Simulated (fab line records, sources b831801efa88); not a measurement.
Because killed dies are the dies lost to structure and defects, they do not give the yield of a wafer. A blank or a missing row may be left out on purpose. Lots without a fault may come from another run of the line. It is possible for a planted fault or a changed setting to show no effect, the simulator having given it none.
fab line records ; flow sfq-line
record: lots: 6; wafers: 18; last-day: 92
route steps=325 shown I0@57 M1@58
lots untouched by any fault: they come from a run of this same line in which no faults occurred
start-h: hours from the record's opening day to when the first of the lot's shown wafers began ; wait-h: time in hours since the lot's previous step ; " repeats the value in the row above ; L1.1+2: a single row standing in for several wafers ; - value missing, or start not given ; * or withheld: withheld ; < > ~ a bound
route shown NAME@n: names a module that has steps shown in the file, with the first one's number in the route ; usual: mean and standard deviation over wafers with no fault ; same: alike in all rows ; chamber/n: place in a boat ; sites: readings site by site ; _std_site: how widely they spread, as a standard deviation ; _edge_site: inner sites' mean taken away from outer sites' mean ; radius-mm: for every site, how far away it sits from the centre of the wafer ; mask NAME#n: copy n ; behind: the most recent tool/chamber to have shaped the wafer ; hold: why the lot went on hold/how many hours it stayed there/how the hold came to an end ; device: the n, p or np transistor that did not switch ; end of line: tests of these same wafers at the route's end ; a step with no rows: only its recipe ; killed: dies lost to structure and defects at the first sort, not the wafer's yield ; map: shows each die of a wafer: x if killed, . if not, _ if none is there
set.NAME: the setting as run; set.NAME@STEP: as run at that earlier step ; model.NAME: the simulator's own value behind a step, which no gauge read
lots at some steps of the route; a table a step, a row a wafer
services: the hour from which a tool's chamber was out of use, counted from the record's first day as start-h (under 0 if before that day), plus the number of hours and why
== steps ==
step: SFQ_TRILAYER_I0_VIA_STRIP_SOLV_CLEAN_036
recipe: chemistry: NMP; temp-c: 70; time-s: 600
step: SFQ_TRILAYER_M1_DEP_PRE_CLEAN_038
recipe: gas: Ar; time-s: 22.5; bias-v: 250
step: SFQ_TRILAYER_M1_DEP_SPUTTER_037
recipe: material: Nb; base-pressure-pa: 1.33e-06; chamber-pressure-pa: 0.1333; substrate-temp-c: 20; resputter-cathode-voltage-v: 400; target-thk-nm: 200; power-w: 2000; time-s: 133.3
usual: throttle-valve-pct: 30.0/0.97
lot.wafer;tool;chamber;start-h;wait-h;throttle-valve-pct
L887.1;pvd-sputter-04;-;394.33;0.0;28.8
L887.2;pvd-sputter-04;-;394.33;0.0;29.0
L887.4;pvd-sputter-04;-;394.33;0.0;29.3
L896.3;pvd-sputter-04;-;523.65;0.0;29.3
L896.4;pvd-sputter-04;-;523.65;0.0;30.6
L896.6;pvd-sputter-04;-;523.65;0.0;29.0
L905.1;pvd-sputter-03;-;596.11;0.0;29.4
L905.4;pvd-sputter-03;-;596.11;0.0;29.6
L905.6;pvd-sputter-03;-;596.11;0.0;29.6
L907.2;pvd-sputter-04;-;616.62;0.0;28.7
L907.3;pvd-sputter-04;-;616.62;0.0;30.8
L907.5;pvd-sputter-04;-;616.62;0.0;29.0
L908.1;pvd-sputter-03;-;634.62;0.0;31.9
L908.2;pvd-sputter-03;-;634.62;0.0;30.9
L908.4;pvd-sputter-03;-;634.62;0.0;29.4
L909.3;pvd-sputter-04;-;641.82;0.0;29.4
L909.4;pvd-sputter-04;-;641.82;0.0;30.6
L909.5;pvd-sputter-04;-;641.82;0.0;29.4
step: SFQ_M1_RS_MEAS_909
recipe: thk-meas-gauge: four-point-probe; reads: Nb_of_TRILAYER_M1_DEP_SPUTTER_037
usual: M1_NB_RS: 0.893/0.0096
lot.wafer;tool;chamber;start-h;wait-h;M1_NB_RS[ohm/sq]
L887.1;film-metro-04;-;394.42;0.0;0.887
L887.2;film-metro-04;-;394.42;0.0;0.877
L887.4;film-metro-04;-;394.42;0.0;0.884
L896.3;film-metro-02;-;523.78;0.1;0.888
L896.4;film-metro-02;-;523.78;0.1;0.895
L896.6;film-metro-02;-;523.78;0.1;0.892
L905.1;film-metro-04;-;596.20;0.0;0.911
L905.4;film-metro-04;-;596.20;0.0;0.901
L905.6;film-metro-04;-;596.20;0.0;0.907
L907.2;film-metro-01;-;616.73;0.1;0.882
L907.3;film-metro-01;-;616.73;0.1;0.899
L907.5;film-metro-01;-;616.73;0.1;0.884
L908.1;film-metro-04;-;634.71;0.0;0.879
L908.2;film-metro-04;-;634.71;0.0;0.875
L908.4;film-metro-04;-;634.71;0.0;0.882
L909.3;film-metro-04;-;641.95;0.1;0.892
L909.4;film-metro-04;-;641.95;0.1;0.891
L909.5;film-metro-04;-;641.95;0.1;0.891
step: SFQ_TRILAYER_M1_LITHO_COAT_044
recipe: resist: BARC; spin-rpm: 3000; resist-thk-nm: 62
step: SFQ_TRILAYER_M1_LITHO_COAT_039
recipe: resist: KrF; spin-rpm: 3000; resist-thk-nm: 600
step: SFQ_TRILAYER_M1_LITHO_SOFTBAKE_043
recipe: temp-c: withheld; time-s: withheld; resist: KrF
step: SFQ_TRILAYER_M1_LITHO_EXPOSE_040
recipe: mask-id: M1; na: 0.6; source-shape: conventional; sigma-outer: 0.65; target-cd-nm: 500; dose-mj: 14.4
step: SFQ_TRILAYER_M1_LITHO_PEB_042
recipe: peb-temp-c: 115; peb-time-s: 60; resist: KrF
step: SFQ_TRILAYER_M1_LITHO_DEVELOP_041
recipe: time-s: 60; resist: KrF
step: SFQ_M1_OVL_MEAS_911
usual: M1_OVL: -1/6.5
lot.wafer;tool;chamber;start-h;wait-h;M1_OVL[nm]
L887.1;overlay-01;-;556.68;0.1;5
L887.2;overlay-01;-;556.68;0.1;-1
L887.4;overlay-01;-;556.68;0.1;-4
L896.3;overlay-02;-;684.74;0.1;-4
L896.4;overlay-02;-;684.74;0.1;-4
L896.6;overlay-02;-;684.74;0.1;1
L905.1;overlay-01;-;742.33;0.1;-8
L905.4;overlay-01;-;742.33;0.1;-6
L905.6;overlay-01;-;742.33;0.1;0
L907.2;overlay-02;-;766.60;0.1;-2
L907.3;overlay-02;-;766.60;0.1;7
L907.5;overlay-02;-;766.60;0.1;8
L908.1;overlay-02;-;780.99;0.1;-8
L908.2;overlay-02;-;780.99;0.1;0
L908.4;overlay-02;-;780.99;0.1;-2
L909.3;overlay-01;-;785.93;0.1;11
L909.4;overlay-01;-;785.93;0.1;3
L909.5;overlay-01;-;785.93;0.1;12
step: SFQ_TRILAYER_M1_BARC_OPEN_METAL_ETCH_054
recipe: mask-material: PR; chemistry: O2; target-depth-nm: 125; target: BARC; icp-w: 600; bias-w: 80; pressure-mtorr: 10; time-s: 41.7
usual: drypump-motor-current-A: 5.65/0.27; oes-product-au: 0.685/0.0044
lot.wafer;tool;chamber;start-h;wait-h;drypump-motor-current-A;oes-product-au;rf-hours-counter-h;model.KrF_of_TRILAYER_M1_LITHO_COAT_039.thk-nm
L887.1;rie-metal-01;1;556.72;0.0;5.74;0.676;41;522.8
L887.2;rie-metal-01;0;556.72;0.0;5.80;0.684;111;523.9
L887.4;rie-metal-01;0;556.72;0.0;5.78;0.687;-;521.1
L896.3;rie-metal-01;0;684.79;0.0;5.78;0.684;-;522.7
L896.4;rie-metal-01;1;684.79;0.0;5.71;0.682;-;523.1
L896.6;rie-metal-01;0;684.79;0.0;5.79;0.682;-;521.8
L905.1;rie-metal-01;0;742.37;0.0;5.84;0.682;137;541.4
L905.4;rie-metal-01;0;742.37;0.0;5.82;0.678;-;538.9
L905.6;rie-metal-01;0;742.37;0.0;5.83;0.683;-;538.2
L907.2;rie-metal-01;1;766.63;0.0;5.69;0.678;72;520.9
L907.3;rie-metal-01;0;766.63;0.0;5.80;0.677;-;535.8
L907.5;rie-metal-01;0;766.63;0.0;5.81;0.684;-;536.5
L908.1;rie-metal-04;1;781.03;0.0;5.33;0.686;42;523.2
L908.2;rie-metal-04;0;781.03;0.0;5.18;0.693;59;524.3
L908.4;rie-metal-04;1;781.03;0.0;5.34;0.690;-;522.3
L909.3;rie-metal-02;1;785.97;0.0;5.74;0.685;-;522.7
L909.4;rie-metal-02;0;785.97;0.0;6.05;0.679;-;522.8
L909.5;rie-metal-02;0;785.97;0.0;6.04;0.688;-;521.4
step: SFQ_TRILAYER_M1_ETCH_METAL_ETCH_042
recipe: target: Nb; stop-on: SiO2; mask-material: PR; chemistry: Cl2/Ar; target-depth-nm: 240; icp-w: 600; bias-w: 80; pressure-mtorr: 10; time-s: 120
usual: drypump-motor-current-A: 5.65/0.27; oes-product-au: 0.892/0.0068
lot.wafer;tool;chamber;start-h;wait-h;drypump-motor-current-A;oes-product-au;rf-hours-counter-h;model.KrF_of_TRILAYER_M1_LITHO_COAT_039.thk-nm
L887.1;rie-metal-01;1;556.78;0.0;5.72;0.900;42;380.6
L887.2;rie-metal-01;0;556.78;0.0;5.80;0.902;111;382.2
L887.4;rie-metal-01;0;556.78;0.0;5.79;0.895;-;378
L896.3;rie-metal-01;0;684.87;0.1;5.83;0.894;-;382.3
L896.4;rie-metal-01;1;684.87;0.1;5.70;0.888;-;383.6
L896.6;rie-metal-01;0;684.87;0.1;5.84;0.894;-;381.4
L905.1;rie-metal-01;0;742.42;0.0;5.85;0.882;137;401.2
L905.4;rie-metal-01;0;742.42;0.0;5.85;0.883;-;398.4
L905.6;rie-metal-01;0;742.42;0.0;5.83;0.888;-;398.1
L907.2;rie-metal-01;1;766.69;0.0;5.74;0.895;72;380.7
L907.3;rie-metal-01;0;766.69;0.0;5.81;0.886;-;394.9
L907.5;rie-metal-01;0;766.69;0.0;5.82;0.892;-;395.8
L908.1;rie-metal-04;1;781.09;0.0;5.34;0.892;42;382
L908.2;rie-metal-04;0;781.09;0.0;5.17;0.909;59;382.2
L908.4;rie-metal-04;1;781.09;0.0;5.34;0.902;-;380.3
L909.3;rie-metal-02;1;786.06;0.1;5.78;0.889;-;383.4
L909.4;rie-metal-02;0;786.06;0.1;5.99;0.893;-;382.1
L909.5;rie-metal-02;0;786.06;0.1;6.02;0.896;-;380.9
step: SFQ_TRILAYER_M1_STRIP_STRIP_043
recipe: gas: O2; power-w: 200; platen-temp-c: 40; overash-fraction: 0.65; chemistry: O2; pressure-mtorr: 50
usual: drypump-motor-current-A: 5.64/0.27; oes-product-au: 0.999/0.008
lot.wafer;tool;chamber;start-h;wait-h;drypump-motor-current-A;oes-product-au;rf-hours-counter-h
L887.1;rie-metal-01;1;556.90;0.1;5.72;1.009;42
L887.2;rie-metal-01;0;556.90;0.1;5.80;0.999;111
L887.4;rie-metal-01;0;556.90;0.1;5.79;0.997;-
L896.3;rie-metal-01;0;685.15;0.2;5.84;1.007;-
L896.4;rie-metal-01;1;685.15;0.2;5.72;1.001;-
L896.6;rie-metal-01;0;685.15;0.2;5.82;0.999;-
L905.1;rie-metal-01;0;742.55;0.1;5.84;0.991;137
L905.4;rie-metal-01;0;742.55;0.1;5.82;0.991;-
L905.6;rie-metal-01;0;742.55;0.1;5.79;0.993;-
L907.2;rie-metal-01;1;766.81;0.1;5.72;1.010;72
L907.3;rie-metal-01;0;766.81;0.1;5.84;1.017;-
L907.5;rie-metal-01;0;766.81;0.1;5.84;1.008;-
L908.1;rie-metal-04;1;781.21;0.1;5.33;0.996;42
L908.2;rie-metal-04;0;781.21;0.1;5.17;0.993;60
L908.4;rie-metal-04;1;781.21;0.1;5.31;0.999;-
L909.3;rie-metal-02;1;786.34;0.2;5.79;0.983;-
L909.4;rie-metal-02;0;786.34;0.2;5.97;0.999;-
L909.5;rie-metal-02;0;786.34;0.2;5.96;1.002;-
== services ==
tool;chamber;start-h;hours;kind
rie-metal-02;-;374.66;4.3;pm
rie-metal-04;-;418.60;14.6;pm
rie-metal-02;0;424.22;3.2;repair
pvd-sputter-03;-;430.07;11.9;repair
rie-metal-01;-;439.11;2.8;pm
pvd-sputter-04;-;447.31;1.6;repair
rie-metal-02;-;472.20;1.0;repair
pvd-sputter-04;-;494.28;4.3;repair
rie-metal-01;-;495.72;0.1;repair
rie-metal-04;-;579.00;0.1;repair
rie-metal-01;0;585.60;5.9;repair
pvd-sputter-03;-;612.34;0.7;repair
rie-metal-01;1;662.95;9.9;repair
pvd-sputter-03;-;668.52;1.9;repair
rie-metal-01;0;679.89;1.5;repair
pvd-sputter-03;-;690.94;1.0;repair
pvd-sputter-04;-;710.68;3.0;repair
rie-metal-04;1;758.70;13.0;repair
pvd-sputter-04;1;769.83;-;consumable-replace:kit
pvd-sputter-04;1;769.83;18.0;scheduled-down
rie-metal-01;0;781.02;1.5;repair
rie-metal-01;0;782.49;-;clean
rie-metal-01;0;782.49;21.0;scheduled-down
rie-metal-01;0;782.49;21.0;vent-cycle
== key ==
first-sign none at tools or gauges
model-effect: step: SFQ_TRILAYER_M1_BARC_OPEN_METAL_ETCH_054; value: KrF_of_TRILAYER_M1_LITHO_COAT_039.thk-nm; without: 523.1; struck: 538.2
model-effect: step: SFQ_TRILAYER_M1_ETCH_METAL_ETCH_042; value: KrF_of_TRILAYER_M1_LITHO_COAT_039.thk-nm; without: 382.6; struck: 397.7
met-at SFQ_TRILAYER_M1_BARC_OPEN_METAL_ETCH_054
struck-wafers L905.1,L905.4,L905.6,L907.3,L907.5
onset-between 684.79 742.37
fault: kind: process-parameter-drift; tool: rie-metal-01; chamber: 0; onset-h: 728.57; steps: SFQ_TRILAYER_M1_BARC_OPEN_METAL_ETCH_054; channel: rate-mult; offset: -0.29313; shape: step; end-h: 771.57
